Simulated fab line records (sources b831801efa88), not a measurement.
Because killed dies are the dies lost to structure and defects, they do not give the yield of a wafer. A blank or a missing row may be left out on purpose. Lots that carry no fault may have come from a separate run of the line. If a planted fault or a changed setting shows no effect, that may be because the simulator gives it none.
A lot that was struck, set against a sound lot :: flow sky130 :: 14 out of 708 route steps
Sound: these wafers, L462.1, L462.5, L462.6. Wafers L451.1, L451.4, L451.6 were the ones struck. Last of all comes the cause.
For every step that has rows: the tool of each side, followed by ch and its chambers, followed by its first start. Under that, the readings that differ: sound wafers :: struck wafers :: difference of the means :: sigmas: that difference in standard deviations of wafers without a fault.
alike: a reading whose means differ by less than 2 such deviations, as well as words and numbers matching on both sides. not compared: withheld readings; readings where some wafer has no value; bounds like >300 that might hide an equal value; numbers whose values overlap and for which the record gives no deviation.
A row with sigmas, a row that says differs or no value, or rows on one side alone: a step with any of these is where the two part. When numbers do not overlap yet have no deviation, they are printed without sigmas and do not part them. A reading that every wafer of one side lacks parts them only if that side has two wafers or more.

first, 4 steps without rows for these wafers: SKY_VT_ADJUST_PCH_SOFTBAKE_03; SKY_VT_ADJUST_PCH_EXPOSE_04 (exposes mask NWM, target cd 840 nm); SKY_VT_ADJUST_PCH_PEB_05; SKY_VT_ADJUST_PCH_DEVELOP_06 (develop time 60 s).
SKY_VT_ADJUST_PCH_OVL_MEAS_07:
  sound on overlay-02 at day 16 12:14; struck on overlay-01 at day 13 03:53
  alike: VT_ADJUST_PCH_OVL
after that, 1 step had no rows for these wafers: SKY_VT_ADJUST_PCH_IMPLANT_08.
SKY_VT_ADJUST_PCH_STRIP_09: strips in O2/N2.
  sound on plasma-asher-04 ch 0,1, day 16 12:25; struck on plasma-asher-03 ch 0,1, day 13 04:04
  alike: drypump-motor-current-A, oes-product-au, strip-time-to-endpoint-s
  not compared: rf-hours-counter-h
SKY_VT_ADJUST_PCH_TW_MEAS_10:
  sound on film-metro-04 at day 16 12:31; struck on film-metro-03 at day 13 04:10
reading: VT_ADJUST_PCH_TW
sound: 147.4 146.8 145.8
struck: 143.1 142.6 143.0
difference: -3.8
sigmas: -2
then, 4 steps without rows for these wafers: SKY_SONOS_TUNNEL_DEHYDRATE_00 (time 60 s); SKY_SONOS_TUNNEL_HMDS_01 (prime time 60 s); SKY_SONOS_TUNNEL_COAT_02 (resist thk 1140 nm); SKY_SONOS_TUNNEL_SOFTBAKE_03 (time 60 s).
SKY_SONOS_TUNNEL_EXPOSE_04: exposes mask TUNM, target cd 410 nm.
  sound on iline-stepper-02 ch 0, day 17 02:54; struck on iline-stepper-01 ch 0, day 13 16:12
reading: exposure-dose-mJ-cm2
sound: 136.00 136.05 136.15
struck: 134.21 134.18 134.27
difference: -1.85
sigmas: -14
  alike: mask, reticle-temp-C
after that, 1 step had no rows for these wafers: SKY_SONOS_TUNNEL_PEB_05.

== WHERE THEY PART ==
Last at SKY_SONOS_TUNNEL_EXPOSE_04 as far as this record goes, first at SKY_VT_ADJUST_PCH_TW_MEAS_10.

WHY: what the simulator had put in
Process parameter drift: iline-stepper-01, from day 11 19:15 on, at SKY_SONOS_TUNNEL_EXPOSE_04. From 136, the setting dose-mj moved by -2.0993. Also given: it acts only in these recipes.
